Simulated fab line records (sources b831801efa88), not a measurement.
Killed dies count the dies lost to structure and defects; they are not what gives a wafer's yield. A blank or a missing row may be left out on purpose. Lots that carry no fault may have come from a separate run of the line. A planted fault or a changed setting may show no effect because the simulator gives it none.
One fault through the eyes of 2 desks -- flow gf180mcu -- each desk holds nothing but its own numbers, with what lay behind them at the end

## FROM THE METROLOGY DESK
What the gauges read, lot by lot, whatever tool the lot ran on: means of the sampled wafers that have a number. If a lot's mean is further than 4 standard deviations from the usual mean, the lot is out of limits and carries the mark OUT (the distance appears in the brackets).
Columns: A = MVPSD_RS at GF_VT_IMPLANT_RS_MEAS_49, usual 1168.0 ohm/sq; B = V3_BOW at GF_V3_BOW_MEAS_05, usual 117 um; C = V3_W_RS at GF_V3_RS_MEAS_24, usual 0.327 ohm/sq
lot,first seen here,A,B,C
L963,day 7 22:05,1169.2,129,0.330
L964,day 8 04:11,1169.0,120,0.328
L965,day 8 09:40,1170.8,114,0.329
L966,day 8 16:56,1170.2,127,0.324
L967,day 8 20:52,1164.9,120,0.334
L969,day 9 15:40,1167.8,125,0.329
L970,day 9 20:41,1168.0,120,0.331
L975,day 11 05:41,1180.9 (+5.0) OUT,119,0.326
L978,day 12 02:29,1171.4,119,0.324
L980,day 12 16:50,1188.0 (+7.7) OUT,110,0.326
L981,day 12 21:11,1169.2,119,0.329
L983,day 13 10:14,1168.6,117,0.327
L984,day 13 17:23,1168.5,121,0.324
This desk's result: L975, L980 out of limits, first on L975 (MVPSD_RS at GF_VT_IMPLANT_RS_MEAS_49), day 11 05:41. L963, L964, L965, L966, L967, L969, L970, L978, L981, L983, L984 stayed within limits.

## TOOL OWNER'S DESK, implanter-01
For each lot that ran on this tool, the mean over its sampled wafers that have a number, from the tool's own readings at GF_MVPSD_IMPLANT_09. If a lot's mean is further than 4 standard deviations from the usual mean, the lot is out of limits and carries the mark OUT (the distance appears in the brackets).
Columns: A = beamEnergyKeV at GF_MVPSD_IMPLANT_09, usual 40.000; B = doseIonsCm2 at GF_MVPSD_IMPLANT_09, usual 5e+12; C = faradayCurrentUA at GF_MVPSD_IMPLANT_09, usual 28.2
lot,first seen here,A,B,C
L964,day 5 12:33,39.992,5e+12,28.6
L966,day 6 00:35,40.004,5e+12,28.4
L967,day 6 04:20,40.000,5e+12,28.9
L969,day 6 19:19,40.011,5e+12,28.2
L975,day 8 07:10,39.996,5e+12 (-60) OUT,26.4
L980,day 9 14:23,40.001,5e+12 (-61) OUT,26.2
This desk's finding: out of limits on L975, L980; first on L975, day 8 07:10 (doseIonsCm2 at GF_MVPSD_IMPLANT_09). L964, L966, L967, L969 stayed within limits.

## PUT TOGETHER
On L975, L980, at day 8 07:10, an alarm was possible from the tool owner's desk.
An alarm was possible from the metrology desk at day 11 05:41, on L975, L980.
The lots listed all ran GF_MVPSD_IMPLANT_09 on implanter-01.

## WHAT THE SIMULATOR HAD PUT IN
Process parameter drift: implanter-01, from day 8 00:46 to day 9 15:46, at GF_MVPSD_IMPLANT_09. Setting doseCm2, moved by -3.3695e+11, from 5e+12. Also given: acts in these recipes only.
Lots struck among those shown: L975, L980.
Fault start to first reading out of limits, in hours, per desk: tool owner, 6; metrology, 77.
